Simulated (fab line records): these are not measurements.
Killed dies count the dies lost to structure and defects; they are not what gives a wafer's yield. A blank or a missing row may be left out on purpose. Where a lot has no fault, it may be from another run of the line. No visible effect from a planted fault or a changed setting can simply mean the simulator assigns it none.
fab line records ; flow sky130
record: lots: 15; wafers: 45; last_day: 50
route steps=708 shown SONOS_TUNNEL@166 LDD_N@254 SPACER@304 SD_N@353
lots that met no fault: from a run of the same line without faults
start_h: hours from the record's opening day to when the first of the lot's shown wafers began ; wait_h: hours elapsed since this lot's preceding step ; " identical to the entry in the row above ; L1.1+2: one row covering several wafers at once ; - value missing, or start not given ; * or withheld: withheld ; < > ~ a bound
route shown NAME@n: NAME is a module with steps in the file, n the number in the route of the first one ; usual: mean/standard deviation of fault-free wafers ; same: alike in all rows ; chamber/n: place in a boat ; sites: per-site readings ; _std_site: how widely they spread, as a standard deviation ; _edge_site: the outer-site mean with the inner-site mean subtracted ; radius_mm: for every site, how far away it sits from the centre of the wafer ; mask NAME#n: copy n ; behind: the most recent tool/chamber to have shaped the wafer ; hold: what put the lot on hold/how long, in hours/how the hold closed ; device: whichever transistor did not switch (one of n, p or np) ; end of line: tests of these same wafers at the route's end ; where a step has no rows: the recipe by itself ; killed: dies lost to structure and defects at the first sort, not the wafer's yield ; map: a wafer's dies, x killed, . not, _ none there
set.NAME: the setting the step ran with; set.NAME@STEP: the setting that earlier step ran with ; model.NAME: the simulator's own value behind a step, which no gauge read
one table for each step of the route and one row for each wafer, over a sample of lots
services: the hour from which a tool's chamber was out of use, counted from the record's first day as start_h (under 0 if before that day), plus the number of hours and why
== steps ==
step: SKY_SONOS_TUNNEL_TW_MEAS_12
usual: SONOS_TUNNEL_TW: 198.4/1.7
lot.wafer;tool;chamber;start_h;wait_h;SONOS_TUNNEL_TW
L831.3;film_metro-01;-;273.40;0.0;201.5
L831.4;film_metro-01;-;273.40;0.0;200.1
L831.6;film_metro-01;-;273.40;0.0;201.0
L834.4;film_metro-03;-;275.82;0.0;199.4
L834.5;film_metro-03;-;275.82;0.0;197.7
L834.6;film_metro-03;-;275.82;0.0;198.5
L835.2;film_metro-03;-;288.49;0.0;199.5
L835.4;film_metro-03;-;288.49;0.0;199.7
L835.5;film_metro-03;-;288.49;0.0;199.1
L837.1;film_metro-03;-;302.34;0.0;199.2
L837.2;film_metro-03;-;302.34;0.0;199.0
L837.4;film_metro-03;-;302.34;0.0;199.5
L838.1;film_metro-03;-;306.29;0.0;201.1
L838.2;film_metro-03;-;306.29;0.0;200.7
L838.4;film_metro-03;-;306.29;0.0;200.0
L839.1;film_metro-03;-;312.10;0.0;199.5
L839.4;film_metro-03;-;312.10;0.0;200.2
L839.6;film_metro-03;-;312.10;0.0;199.4
L841.2;film_metro-01;-;324.99;0.0;198.2
L841.4;film_metro-01;-;324.99;0.0;197.9
L841.5;film_metro-01;-;324.99;0.0;199.5
L840.2;film_metro-03;-;325.04;0.0;198.9
L840.4;film_metro-03;-;325.04;0.0;198.0
L840.6;film_metro-03;-;325.04;0.0;198.6
L842.1;film_metro-03;-;332.18;0.0;198.6
L842.2;film_metro-03;-;332.18;0.0;199.5
L842.3;film_metro-03;-;332.18;0.0;198.5
L843.3;film_metro-02;-;340.67;0.0;196.7
L843.5;film_metro-02;-;340.67;0.0;196.2
L843.6;film_metro-02;-;340.67;0.0;196.9
L844.2;film_metro-02;-;350.72;0.0;196.0
L844.4;film_metro-02;-;350.72;0.0;196.3
L844.6;film_metro-02;-;350.72;0.0;197.4
L851.4;film_metro-02;-;408.21;0.0;194.7
L851.5;film_metro-02;-;408.21;0.0;195.7
L851.6;film_metro-02;-;408.21;0.0;195.2
L852.1;film_metro-02;-;416.44;0.0;195.1
L852.4;film_metro-02;-;416.44;0.0;195.5
L852.6;film_metro-02;-;416.44;0.0;195.9
L853.1;film_metro-03;-;425.53;0.0;198.2
L853.3;film_metro-03;-;425.53;0.0;199.7
L853.6;film_metro-03;-;425.53;0.0;198.2
L854.2;film_metro-02;-;434.94;0.0;196.0
L854.4;film_metro-02;-;434.94;0.0;195.8
L854.6;film_metro-02;-;434.94;0.0;197.0
step: SKY_LDD_N_TW_MEAS_17
usual: LDD_N_TW: 2578/15
lot.wafer;tool;chamber;start_h;wait_h;LDD_N_TW
L831.3;film_metro-02;-;429.67;0.1;2568
L831.4;film_metro-02;-;429.67;0.1;2574
L831.6;film_metro-02;-;429.67;0.1;2567
L834.4;film_metro-01;-;431.03;0.1;2611
L834.5;film_metro-01;-;431.03;0.1;2613
L834.6;film_metro-01;-;431.03;0.1;2607
L835.2;film_metro-01;-;482.57;0.1;2578
L835.4;film_metro-01;-;482.57;0.1;2575
L835.5;film_metro-01;-;482.57;0.1;2590
L837.1;film_metro-04;-;482.74;0.1;2579
L837.2;film_metro-04;-;482.74;0.1;2580
L837.4;film_metro-04;-;482.74;0.1;2570
L838.1;film_metro-02;-;487.01;0.1;2555
L838.2;film_metro-02;-;487.01;0.1;2573
L838.4;film_metro-02;-;487.01;0.1;2562
L839.1;film_metro-04;-;487.54;0.1;2575
L839.4;film_metro-04;-;487.54;0.1;2591
L839.6;film_metro-04;-;487.54;0.1;2578
L841.2;film_metro-01;-;497.01;0.1;2588
L841.4;film_metro-01;-;497.01;0.1;2589
L841.5;film_metro-01;-;497.01;0.1;2581
L840.2;film_metro-04;-;498.65;0.1;2584
L840.4;film_metro-04;-;498.65;0.1;2573
L840.6;film_metro-04;-;498.65;0.1;2592
L842.1;film_metro-02;-;503.06;0.1;2560
L842.2;film_metro-02;-;503.06;0.1;2562
L842.3;film_metro-02;-;503.06;0.1;2558
L843.3;film_metro-01;-;506.06;0.1;2604
L843.5;film_metro-01;-;506.06;0.1;2601
L843.6;film_metro-01;-;506.06;0.1;2599
L844.2;film_metro-02;-;513.77;0.1;2570
L844.4;film_metro-02;-;513.77;0.1;2564
L844.6;film_metro-02;-;513.77;0.1;2580
L851.4;film_metro-02;-;580.47;0.1;2566
L851.5;film_metro-02;-;580.47;0.1;2578
L851.6;film_metro-02;-;580.47;0.1;2574
L852.1;film_metro-01;-;591.30;0.1;2597
L852.4;film_metro-01;-;591.30;0.1;2590
L852.6;film_metro-01;-;591.30;0.1;2603
L853.1;film_metro-02;-;598.25;0.1;2572
L853.3;film_metro-02;-;598.25;0.1;2570
L853.6;film_metro-02;-;598.25;0.1;2566
L854.2;film_metro-01;-;603.80;0.1;2588
L854.4;film_metro-01;-;603.80;0.1;2588
L854.6;film_metro-01;-;603.80;0.1;2590
step: SKY_SPACER_CVD_00
recipe: material: Si3N4; precursor: DCS/NH3; target_thk_nm: 43.1; temp_c: 770; time_s: 740; pressure_mtorr: 250
usual: spike_tc_bottom_C: 789.9/2; spike_tc_centre_C: 770.8/1.5; spike_tc_lower_C: 770.5/1; spike_tc_top_C: 778.9/2.4; spike_tc_upper_C: 770.7/0.97; susceptor_temp_C: 770.1/0.34; zone_power_bottom_pct: 17.3/1.2
lot.wafer;tool;chamber;start_h;wait_h;spike_tc_bottom_C;spike_tc_centre_C;spike_tc_lower_C;spike_tc_top_C;spike_tc_upper_C;susceptor_temp_C;zone_power_bottom_pct
L831.3;lpcvd-02;0;553.51;0.0;786.3;774.2;772.3;778.4;770.8;770.4;15.8
L831.4;lpcvd-02;0;553.51;0.0;788.2;772.2;770.9;780.1;771.0;769.7;16.5
L831.6;lpcvd-02;0;553.51;0.0;788.6;771.3;768.7;781.7;771.3;770.1;16.4
L834.4;lpcvd-02;0;554.72;0.0;789.7;771.0;768.7;782.5;770.1;769.9;16.7
L834.5;lpcvd-02;0;554.72;0.0;786.9;772.0;771.3;782.2;770.4;770.0;16.4
L834.6;lpcvd-02;0;554.72;0.0;788.3;770.9;770.4;783.5;770.3;769.8;16.4
L835.2;lpcvd-02;0;607.23;1.7;787.2;770.2;770.3;781.3;770.7;770.5;16.4
L835.4;lpcvd-02;0;607.23;1.7;787.7;771.0;769.0;782.9;771.2;769.8;16.3
L835.5;lpcvd-02;0;607.23;1.7;789.5;772.2;772.4;780.3;770.2;770.1;16.2
L837.1;lpcvd-02;0;607.23;1.4;788.4;770.8;770.9;780.8;770.8;770.0;16.3
L837.2;lpcvd-02;0;607.23;1.4;789.4;771.5;769.3;779.2;768.4;769.8;16.0
L837.4;lpcvd-02;0;607.23;1.4;788.2;771.2;770.6;782.1;772.6;770.0;16.3
L838.1;lpcvd-02;0;609.04;1.3;787.3;772.2;770.3;780.3;771.1;769.9;16.5
L838.2;lpcvd-02;0;609.04;1.3;788.3;772.1;769.7;782.0;768.7;770.1;16.3
L838.4;lpcvd-02;0;609.04;1.3;789.9;771.6;770.7;781.4;771.7;770.4;16.3
L839.1;lpcvd-02;1;609.04;1.0;792.4;769.4;771.1;775.8;770.6;770.2;18.8
L839.4;lpcvd-02;1;609.04;1.0;791.5;769.4;769.6;775.9;771.2;770.2;18.8
L839.6;lpcvd-02;1;609.04;1.0;792.4;770.0;769.4;778.5;770.7;770.0;18.7
L841.2;lpcvd-02;1;618.20;0.0;792.2;770.9;770.3;775.3;770.7;770.8;18.6
L841.4;lpcvd-02;1;618.20;0.0;791.3;769.8;771.0;777.0;770.4;770.4;18.4
L841.5;lpcvd-02;1;618.20;0.0;792.4;770.7;772.2;775.7;771.1;771.1;18.2
L840.2;lpcvd-02;0;620.45;0.3;789.7;770.6;769.6;781.3;771.1;770.3;16.3
L840.4;lpcvd-02;0;620.45;0.3;788.8;770.3;771.4;780.3;770.8;770.3;16.4
L840.6;lpcvd-02;0;620.45;0.3;788.7;772.6;769.3;780.5;770.2;770.0;16.2
L842.1;lpcvd-02;1;622.42;0.0;804.9;780.2;784.8;788.7;783.9;782.5;19.0
L842.2;lpcvd-02;1;622.42;0.0;804.3;782.8;783.0;789.1;782.1;781.7;19.0
L842.3;lpcvd-02;1;622.42;0.0;805.5;781.1;783.6;789.0;783.3;782.3;18.9
L843.3;lpcvd-02;1;623.65;0.0;803.7;782.1;784.3;790.6;784.8;783.2;19.3
L843.5;lpcvd-02;1;623.65;0.0;804.9;782.4;784.2;789.0;783.2;782.6;19.4
L843.6;lpcvd-02;1;623.65;0.0;804.9;782.1;783.7;789.8;783.4;782.7;19.3
L844.2;lpcvd-02;1;634.50;0.0;802.2;781.9;782.8;788.6;784.9;781.5;19.3
L844.4;lpcvd-02;1;634.50;0.0;803.6;781.0;785.3;787.7;783.2;782.5;19.3
L844.6;lpcvd-02;1;634.50;0.0;805.8;782.1;782.0;788.7;783.0;782.6;19.3
L851.4;lpcvd-02;0;696.53;1.3;787.4;770.8;769.2;780.8;771.6;770.1;16.4
L851.5;lpcvd-02;0;696.53;1.3;788.7;772.6;770.3;782.4;771.2;770.3;16.5
L851.6;lpcvd-02;0;696.53;1.3;789.7;774.9;770.9;779.5;770.8;770.0;16.4
L852.1;lpcvd-02;1;707.83;0.2;790.2;768.0;770.2;774.4;771.5;770.7;18.7
L852.4;lpcvd-02;1;707.83;0.2;792.6;769.0;770.2;777.0;770.7;770.7;18.5
L852.6;lpcvd-02;1;707.83;0.2;793.4;769.7;770.5;778.0;769.7;770.4;19.1
L853.1;lpcvd-02;0;714.62;0.0;789.4;772.9;770.3;782.4;769.9;769.8;16.4
L853.3;lpcvd-02;0;714.62;0.0;786.9;773.4;771.7;782.1;770.5;770.2;16.8
L853.6;lpcvd-02;0;714.62;0.0;788.6;770.8;770.5;779.7;770.4;770.2;16.1
L854.2;lpcvd-02;0;719.47;0.0;788.2;771.9;770.3;781.8;771.5;770.5;16.2
L854.4;lpcvd-02;0;719.47;0.0;788.7;773.2;769.7;784.7;770.3;770.5;16.1
L854.6;lpcvd-02;0;719.47;0.0;788.0;771.0;772.9;779.9;771.7;770.4;16.3
step: SKY_SPACER_THK_MEAS_01
recipe: reads: Si3N4_of_SPACER_CVD_00
usual: SPACER_CVD_00_THK: 43.4/0.36
lot.wafer;tool;chamber;start_h;wait_h;SPACER_CVD_00_THK[nm]
L831.3;film_metro-04;-;554.74;0.0;43.1
L831.4;film_metro-04;-;554.74;0.0;43.3
L831.6;film_metro-04;-;554.74;0.0;43.2
L834.4;film_metro-04;-;556.01;0.1;42.6
L834.5;film_metro-04;-;556.01;0.1;42.8
L834.6;film_metro-04;-;556.01;0.1;43.1
L835.2;film_metro-01;-;609.05;0.0;42.9
L835.4;film_metro-01;-;609.05;0.0;43.1
L835.5;film_metro-01;-;609.05;0.0;43.3
L837.1;film_metro-01;-;609.10;0.1;43.5
L837.2;film_metro-01;-;609.10;0.1;43.3
L837.4;film_metro-01;-;609.10;0.1;43.9
L838.1;film_metro-03;-;610.25;0.0;44.1
L838.2;film_metro-03;-;610.25;0.0;43.6
L838.4;film_metro-03;-;610.25;0.0;44.0
L839.1;film_metro-01;-;610.25;0.0;43.1
L839.4;film_metro-01;-;610.25;0.0;43.4
L839.6;film_metro-01;-;610.25;0.0;43.1
L841.2;film_metro-03;-;619.41;0.0;43.6
L841.4;film_metro-03;-;619.41;0.0;43.5
L841.5;film_metro-03;-;619.41;0.0;43.4
L840.2;film_metro-03;-;621.67;0.0;43.3
L840.4;film_metro-03;-;621.67;0.0;43.5
L840.6;film_metro-03;-;621.67;0.0;43.2
L842.1;film_metro-03;-;623.62;0.0;54.8
L842.2;film_metro-03;-;623.62;0.0;54.7
L842.3;film_metro-03;-;623.62;0.0;54.7
L843.3;film_metro-04;-;624.87;0.0;55.0
L843.5;film_metro-04;-;624.87;0.0;55.5
L843.6;film_metro-04;-;624.87;0.0;55.2
L844.2;film_metro-01;-;636.32;0.0;55.0
L844.4;film_metro-01;-;636.32;0.0;55.2
L844.6;film_metro-01;-;636.32;0.0;55.4
L851.4;film_metro-04;-;697.77;0.0;43.0
L851.5;film_metro-04;-;697.77;0.0;43.4
L851.6;film_metro-04;-;697.77;0.0;43.1
L852.1;film_metro-03;-;709.03;0.0;43.4
L852.4;film_metro-03;-;709.03;0.0;43.4
L852.6;film_metro-03;-;709.03;0.0;43.2
L853.1;film_metro-01;-;715.82;0.0;43.3
L853.3;film_metro-01;-;715.82;0.0;43.0
L853.6;film_metro-01;-;715.82;0.0;43.4
L854.2;film_metro-01;-;720.68;0.0;42.9
L854.4;film_metro-01;-;720.68;0.0;43.2
L854.6;film_metro-01;-;720.68;0.0;43.1
step: SKY_SPACER_ETCHBACK_02
recipe: chemistry: CH3F/O2; target: Si3N4; stop_on: SiO2; source_w: 400; bias_w: 80; pressure_mtorr: 25; ch3f_flow_sccm: 40; O2_flow_sccm: 30; time_s: 46.7; target_depth_a: 450
usual: drypump_motor_current_A: 5.7/0.45; oes_product_au: 0.859/0.0061; throttle_valve_pct: 10.564/0.0093
lot.wafer;tool;chamber;start_h;wait_h;drypump_motor_current_A;oes_product_au;rf_hours_counter_h;throttle_valve_pct
L831.3;rie_diel-04;2;554.78;0.0;5.0;0.854;63;10.558
L831.4;rie_diel-04;1;554.78;0.0;5.1;0.852;15;10.567
L831.6;rie_diel-04;0;554.78;0.0;6.4;0.856;-;10.559
L834.4;rie_diel-01;0;556.04;0.0;5.6;0.847;25;10.569
L834.5;rie_diel-01;0;556.04;0.0;5.6;0.857;-;10.575
L834.6;rie_diel-01;1;556.04;0.0;5.7;0.857;-;10.560
L835.2;rie_diel-04;1;609.10;0.0;5.2;0.855;16;10.560
L835.4;rie_diel-04;2;609.10;0.0;5.0;0.859;65;10.585
L835.5;rie_diel-04;0;609.10;0.0;6.4;0.856;-;10.556
L837.1;rie_diel-04;0;609.16;0.1;6.4;0.861;1;10.565
L837.2;rie_diel-04;3;609.16;0.1;6.1;0.860;8;10.553
L837.4;rie_diel-04;1;609.16;0.1;5.2;0.866;16;10.572
L838.1;rie_diel-03;3;610.31;0.1;5.4;0.868;0;10.553
L838.2;rie_diel-03;1;610.31;0.1;6.3;0.862;1;10.557
L838.4;rie_diel-03;2;610.31;0.1;5.5;0.855;2;10.552
L839.1;rie_diel-04;2;610.31;0.1;5.0;0.858;65;10.565
L839.4;rie_diel-04;3;610.31;0.1;6.1;0.859;8;10.550
L839.6;rie_diel-04;1;610.31;0.1;5.2;0.857;-;10.567
L841.2;rie_diel-04;3;619.46;0.0;6.1;0.859;9;10.568
L841.4;rie_diel-04;2;619.46;0.0;5.0;0.866;65;10.551
L841.5;rie_diel-04;2;619.46;0.0;5.0;0.859;-;10.556
L840.2;rie_diel-03;2;621.72;0.0;5.5;0.857;2;10.540
L840.4;rie_diel-03;1;621.72;0.0;6.2;0.852;1;10.561
L840.6;rie_diel-03;3;621.72;0.0;5.4;0.847;-;10.553
L842.1;rie_diel-01;2;623.68;0.1;6.1;0.973;3;10.569
L842.2;rie_diel-01;3;623.68;0.1;6.1;0.984;4;10.594
L842.3;rie_diel-01;1;623.68;0.1;5.7;0.971;13;10.581
L843.3;rie_diel-03;3;624.91;0.0;5.3;0.980;0;10.574
L843.5;rie_diel-03;1;624.91;0.0;6.3;0.994;-;10.584
L843.6;rie_diel-03;2;624.91;0.0;5.5;0.990;-;10.576
L844.2;rie_diel-03;0;636.37;0.0;5.6;0.988;15;10.599
L844.4;rie_diel-03;2;636.37;0.0;5.5;0.983;2;10.586
L844.6;rie_diel-03;0;636.37;0.0;5.6;0.988;-;10.583
L851.4;rie_diel-03;2;697.80;0.0;5.5;0.847;4;10.569
L851.5;rie_diel-03;2;697.80;0.0;5.5;0.857;-;10.564
L851.6;rie_diel-03;1;697.80;0.0;6.3;0.853;-;10.559
L852.1;rie_diel-04;3;709.09;0.1;6.1;0.863;11;10.583
L852.4;rie_diel-04;2;709.09;0.1;5.0;0.859;-;10.555
L852.6;rie_diel-04;1;709.09;0.1;5.2;0.850;-;10.578
L853.1;rie_diel-03;0;715.88;0.1;5.6;0.859;16;10.561
L853.3;rie_diel-03;1;715.88;0.1;6.3;0.854;3;10.572
L853.6;rie_diel-03;2;715.88;0.1;5.5;0.860;-;10.561
L854.2;rie_diel-03;3;720.73;0.0;5.4;0.857;2;10.561
L854.4;rie_diel-03;1;720.73;0.0;6.3;0.859;3;10.558
L854.6;rie_diel-03;1;720.73;0.0;6.3;0.865;-;10.573
step: SKY_SD_N_STRIP_11
recipe: chemistry: O2/N2; power_w: 1400; pressure_mtorr: 1500; platen_temp_c: withheld; o2_flow_sccm: 3000; n2_flow_sccm: 300; overash_fraction: 0.5
usual: drypump_motor_current_A: 5.82/0.28; oes_product_au: 0.527/0.0044; strip_time_to_endpoint_s: 22.53/0.041
lot.wafer;tool;chamber;start_h;wait_h;drypump_motor_current_A;oes_product_au;rf_hours_counter_h;strip_time_to_endpoint_s
L831.3;plasma_asher-03;1;672.11;0.1;5.40;0.527;-;22.53
L831.4;plasma_asher-03;0;672.11;0.1;5.63;0.523;-;22.51
L831.6;plasma_asher-03;1;672.11;0.1;5.42;0.528;-;22.51
L834.4;plasma_asher-02;0;674.14;0.1;5.64;0.531;-;22.55
L834.5;plasma_asher-02;1;674.14;0.1;5.77;0.531;-;22.49
L834.6;plasma_asher-02;0;674.14;0.1;5.63;0.528;-;22.47
L835.2;plasma_asher-02;1;723.52;0.1;5.80;0.531;106;22.57
L835.4;plasma_asher-02;0;723.52;0.1;5.62;0.530;-;22.58
L835.5;plasma_asher-02;1;723.52;0.1;5.82;0.528;-;22.59
L837.1;plasma_asher-01;0;724.96;0.1;6.01;0.527;58;22.58
L837.2;plasma_asher-01;1;724.96;0.1;6.29;0.535;58;22.53
L837.4;plasma_asher-01;0;724.96;0.1;6.00;0.526;-;22.52
L838.1;plasma_asher-01;0;725.67;0.1;5.97;0.521;58;22.47
L838.2;plasma_asher-01;1;725.67;0.1;6.28;0.529;58;22.46
L838.4;plasma_asher-01;1;725.67;0.1;6.29;0.517;-;22.48
L839.1;plasma_asher-01;1;726.56;0.1;6.27;0.527;58;22.52
L839.4;plasma_asher-01;0;726.56;0.1;5.97;0.522;-;22.52
L839.6;plasma_asher-01;1;726.56;0.1;6.28;0.527;-;22.50
L841.2;plasma_asher-03;0;734.98;0.1;5.67;0.530;89;22.53
L841.4;plasma_asher-03;1;734.98;0.1;5.39;0.530;-;22.52
L841.5;plasma_asher-03;1;734.98;0.1;5.43;0.525;-;22.52
L840.2;plasma_asher-03;1;736.72;0.1;5.43;0.526;90;22.46
L840.4;plasma_asher-03;0;736.72;0.1;5.68;0.528;-;22.56
L840.6;plasma_asher-03;0;736.72;0.1;5.67;0.533;-;22.53
L842.2;plasma_asher-03;0;737.67;0.1;5.67;0.532;90;22.55
L842.3;plasma_asher-03;0;737.67;0.1;5.68;0.526;-;22.57
L843.3;plasma_asher-01;1;738.61;0.1;6.30;0.518;-;22.57
L843.5;plasma_asher-01;0;738.61;0.1;5.96;0.519;-;22.56
L843.6;plasma_asher-01;1;738.61;0.1;6.29;0.532;-;22.55
L844.2;plasma_asher-03;1;750.02;0.1;5.42;0.529;91;22.52
L844.4;plasma_asher-03;1;750.02;0.1;5.40;0.525;-;22.56
L844.6;plasma_asher-03;0;750.02;0.1;5.65;0.523;-;22.55
L851.4;plasma_asher-01;1;806.04;0.1;6.30;0.526;-;22.51
L851.5;plasma_asher-01;0;806.04;0.1;5.97;0.522;-;22.46
L851.6;plasma_asher-01;1;806.04;0.1;6.28;0.533;-;22.45
L852.1;plasma_asher-02;0;818.12;0.1;5.64;0.524;7;22.56
L852.4;plasma_asher-02;1;818.12;0.1;5.82;0.527;-;22.60
L852.6;plasma_asher-02;1;818.12;0.1;5.78;0.531;-;22.60
L853.1;plasma_asher-02;0;822.67;0.1;5.62;0.521;8;22.52
L853.3;plasma_asher-02;0;822.67;0.1;5.63;0.530;-;22.54
L853.6;plasma_asher-02;0;822.67;0.1;5.62;0.524;-;22.50
L854.2;plasma_asher-01;0;829.02;0.1;5.94;0.534;69;22.53
L854.4;plasma_asher-01;1;829.02;0.1;6.29;0.530;-;22.48
L854.6;plasma_asher-01;1;829.02;0.1;6.28;0.530;-;22.49
== services ==
tool;chamber;start_h;hours;kind
plasma_asher-01;-;531.64;4.3;pm
lpcvd-02;-;543.90;2.8;pm
plasma_asher-03;-;551.24;1.0;repair
rie_diel-03;-;604.13;2.8;pm
rie_diel-03;3;613.01;6.2;repair
plasma_asher-02;-;614.75;4.3;pm
rie_diel-04;3;623.78;6.0;repair
rie_diel-03;3;647.13;13.2;repair
plasma_asher-03;-;649.23;1.9;repair
rie_diel-01;0;668.23;1.8;repair
rie_diel-04;3;674.31;8.3;repair
rie_diel-03;1;682.75;5.4;repair
rie_diel-04;2;683.51;7.9;repair
plasma_asher-03;-;700.42;1.3;repair
plasma_asher-03;-;704.45;2.7;repair
rie_diel-04;0;708.33;4.6;repair
plasma_asher-02;-;725.05;4.6;repair
plasma_asher-02;-;733.75;9.0;pm
lpcvd-02;-;747.35;6.0;pm
plasma_asher-03;-;757.17;7.1;repair
rie_diel-03;1;769.78;2.3;repair
rie_diel-01;2;776.14;6.9;repair
plasma_asher-02;-;796.97;2.8;pm
rie_diel-01;2;799.37;4.4;repair
== key ==
first_sign: step: SKY_SPACER_CVD_00; reading: susceptor_temp_C; direction: up; sigmas: 36; usual: *; struck: *
effect: step: SKY_SPACER_CVD_00; reading: spike_tc_lower_C; direction: up; sigmas: 13; usual: 770.5; struck: 783.7
effect: step: SKY_SPACER_THK_MEAS_01; reading: SPACER_CVD_00_THK; direction: up; sigmas: 33; usual: 43.4; struck: 55.1
effect: step: SKY_SPACER_ETCHBACK_02; reading: oes_product_au; direction: up; sigmas: 21; usual: 0.859; struck: 0.983
met_at SKY_SPACER_CVD_00
struck_lots L842,L843,L844
later_rows_left_out L842.1
sort_left_out L842.1,L842.2,L842.3,L843.3,L843.5,L843.6,L844.2,L844.4,L844.6
tester_left_out L842,L843,L844
not_acting_at SKY_SONOS_TUNNEL_TW_MEAS_12,SKY_LDD_N_TW_MEAS_17,SKY_SD_N_STRIP_11
fault: kind: process_parameter_drift; tool: lpcvd-02; chamber: -; onset_h: 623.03; steps: SKY_SPACER_CVD_00; channel: temp_c; offset: *; shape: step; end_h: 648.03; acts_in: *; stated: *
tester_left_out: of these lots the tester's yield and bins aren't shown, on N5 and GAA mostly nor the transistor test; their killed dies are dies lost to structure and defects alone, not to doping, threshold or leakage, so they don't give the yield
sort_left_out: the simulated sort isn't trusted on such a fault, so these wafers' sort isn't shown, and their yield isn't known
later_rows_left_out: the simulator's readings of these wafers behind a module that went badly wrong aren't trusted and aren't shown, but for the sort
